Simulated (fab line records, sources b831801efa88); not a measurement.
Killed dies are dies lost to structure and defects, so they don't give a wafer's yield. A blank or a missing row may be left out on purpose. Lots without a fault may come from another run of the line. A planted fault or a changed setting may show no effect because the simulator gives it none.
Chamber matching | flow gf180mcu | GF_V1_CMP_26 on cmp-02: 4 sister chambers
The step polishes, stops on SiO2, t overpolish 15 s, target thk 0 nm. 14 wafers are shown with their chamber, then 7 later ones without.

WAFERS WITH THEIR CHAMBER
wafer  | chamber | motor_current_A (A) | time_to_endpoint_s (s) | overpolish_run_s (s)
L863.2 | 1       | 9.0                 | 81                     | 14.982
L863.3 | 0       | 12.0                | 80                     | 14.995
L863.4 | 2       | 13.5                | 88                     | 14.999
L864.3 | 0       | 11.9                | 87                     | 14.991
L864.4 | 3       | 11.0                | 88                     | 15.015
L864.5 | 3       | 10.9                | 92                     | 14.992
L868.1 | 0       | 12.3                | 81                     | 15.004
L868.5 | 2       | 12.6                | 90                     | 15.002
L868.6 | 3       | 11.0                | 86                     | 15.016
L870.2 | 0       | 12.0                | 80                     | 14.998
L870.4 | 2       | 13.4                | 86                     | 15.007
L870.5 | 0       | 12.3                | 82                     | 15.006
L871.1 | 2       | 12.9                | 88                     | 14.989
L871.2 | 0       | 12.3                | 86                     | 14.998

SIGNATURES (means of the wafers above)
reading            | chamber 0 | chamber 1 | chamber 2 | chamber 3 | scatter within a chamber
motor_current_A    | 12.133    | 9.000     | 13.100    | 10.967    | 0.268
time_to_endpoint_s | 82.67     | 81.00     | 88.00     | 88.67     | 2.72
overpolish_run_s   | 14.99867  | 14.98200  | 14.99925  | 15.00767  | 0.00835
Rule: a wafer's distance from a chamber is the root of the sum, over the readings, of the square of ((its reading less the chamber's mean) divided by the reading's scatter). The wafer belongs to the nearest chamber; if the next one is less than 2 further off, it can't be placed. The scatter: the root of (the sum of the squares of (reading less its chamber's mean) over the shown wafers, divided by (wafers less chambers)).

WAFERS WITHOUT THEIR CHAMBER
wafer  | motor_current_A (A) | time_to_endpoint_s (s) | overpolish_run_s (s)
L871.3 | 11.3                | 88                     | 14.996
L877.1 | 12.5                | 83                     | 14.996
L877.2 | 13.7                | 86                     | 14.994
L877.6 | 11.1                | 89                     | 14.993
L881.1 | 10.5                | 90                     | 14.998
L881.3 | 13.1                | 90                     | 15.005
L881.5 | 12.2                | 83                     | 14.989

WHICH CHAMBER EACH WENT THROUGH
wafer  | from the rows above     | in truth
L871.3 | can't be placed: 3 or 0 | 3
L877.1 | can't be placed: 0 or 2 | 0
L877.2 | 2                       | 2
L877.6 | 3                       | 3
L881.1 | 3                       | 3
L881.3 | 2                       | 2
L881.5 | 0                       | 0
Placed correctly: 5 of 7. Can't be placed from these rows: 2 (the true chamber is among the candidates in 2). Placed wrongly: 0.
